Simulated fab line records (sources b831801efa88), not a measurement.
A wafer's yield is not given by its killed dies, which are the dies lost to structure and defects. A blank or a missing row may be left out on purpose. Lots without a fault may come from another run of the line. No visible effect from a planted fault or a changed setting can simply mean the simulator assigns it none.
8D (eight disciplines) problem report, filled in by code || flow sky130 || the parts of the form that need people (team, actions taken, sign-off) are left out

== 1. WHAT WENT WRONG ==
Mean of strip time to endpoint s at SKY_CONTACT_STRIP_19: 3.85 s over 2 wafers from 1 lot, against 3.62 s (standard deviation 0.032) on wafers with no fault. Measured from the usual mean, that is +7.2 standard deviations.
The step: strips in O2/N2.
First observed at day 36 01:33: wafer L527.4, on plasma asher-04. At this step, 33 wafers from 11 lots have a number in the record. By rule, "out" or "out of limits" means more than 4 standard deviations away from the usual mean. Any other wafer with a number is counted as sound.

== 2. WHAT IT IS AND WHAT IT IS NOT ==
{"question": "which readings at this step", "is": "strip time to endpoint s", "is not": "drypump motor current A"}
{"question": "which lots", "is": "L527", "is not": "L517, L518, L519, L520, L521, L534, L535, L537, L538, L539"}
{"question": "which wafers of those lots", "is": "L527.4, L527.5", "is not": "L527.1"}
{"question": "read on which tools", "is": "plasma asher-04", "is not": "plasma asher-01, plasma asher-03"}
{"question": "when", "is": "from day 36 01:33", "is not": "up to then (16 sound wafers); but 15 sound wafers of L534, L535, L537, L538, L539 came after"}

== 3. THE SUSPECTS, EACH WITH WHAT RULES IT OUT ==
Counting: if a tool at a process step up to the reading ran every lot that is out, it stays a suspect. Sound lots after the first of them don't rule it out here, since some wafers of a struck lot are sound.
- cmp-02 at SKY_LI_CONTACT_CMP_02 (polishes PSG): kept. It processed L527, the lot that is out, at day 32 13:04, and its most recent sound lot before then was L519 at day 29 18:18.
- rie diel-03 at SKY_CONTACT_ETCH_18 (etches Si3N4 in CHF3/O2, stops on TiN, time 39 s, target depth 75 nm): kept. It processed L527, the lot that is out, at day 36 01:00, and its most recent sound lot before then was L520 at day 34 03:00.
- plasma asher-04 at SKY_CONTACT_STRIP_19 (strips in O2/N2): kept. It processed L527, the lot that is out, at day 36 01:33, and its most recent sound lot before then was L521 at day 34 07:36. Out on those wafers are its own readings of strip time to endpoint s.
- Within rie diel-03 at SKY_CONTACT_ETCH_18: the wafers that are out ran in chamber 0; their sound lot-mates ran in chamber 2.
Left after counting: cmp-02 at SKY_LI_CONTACT_CMP_02, rie diel-03 at SKY_CONTACT_ETCH_18, plasma asher-04 at SKY_CONTACT_STRIP_19.

== 4. THE CAUSE (what the simulator had put in) ==
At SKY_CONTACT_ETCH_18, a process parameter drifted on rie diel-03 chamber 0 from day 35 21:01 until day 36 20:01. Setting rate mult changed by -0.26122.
3 suspects survive the count, and this tool is in that group.

== 5. SEQUENCE OF EFFECTS, ordered by route ==
Rows list readings where the struck wafers' mean (over those with a number) sits beyond 3 standard deviations from the usual. Scope: only readings with a usual standard deviation given in the record; hours: median across lots of the time from each lot's start at the first step in this table that gives one to its start at this step; sigmas: change in usual standard deviations.
{"hours": 0, "step": "SKY_CONTACT_STRIP_19", "reading": "strip time to endpoint s", "usual": "3.62 s", "on struck wafers": 3.85, "change": "+0.23", "sigmas": "+7.2"}
{"hours": 323, "step": "SKY_PAD_OPEN_PROBE_99", "reading": "killed at contacts", "usual": 24, "on struck wafers": 412, "change": "+388", "sigmas": "+73"}
{"hours": 323, "step": "SKY_PAD_OPEN_PROBE_99", "reading": "killed dies", "usual": 86, "on struck wafers": 474, "change": "+388", "sigmas": "+41"}
{"hours": 323, "step": "SKY_PAD_OPEN_PROBE_99", "reading": "killed on rim", "usual": 16, "on struck wafers": 80, "change": "+64", "sigmas": "+17"}
The process steps in it:
- SKY_CONTACT_STRIP_19: strips in O2/N2.
- SKY_PAD_OPEN_PROBE_99

== 6. WHAT WOULD HAVE CAUGHT IT SOONER ==
In this record the first reading out of limits was taken at day 36 01:33, 5 hours after the fault began at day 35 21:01.
Of the tool readings at SKY_CONTACT_ETCH_18 for which the record gives a usual standard deviation, none was out on any struck wafer, so an alarm limit of 4 standard deviations on them would not have fired.
By day 36 01:33 the whole set of lots that are out, 1 in number, had already begun SKY_CONTACT_ETCH_18 on rie diel-03. Holding the tool at that point would not have protected any of them.
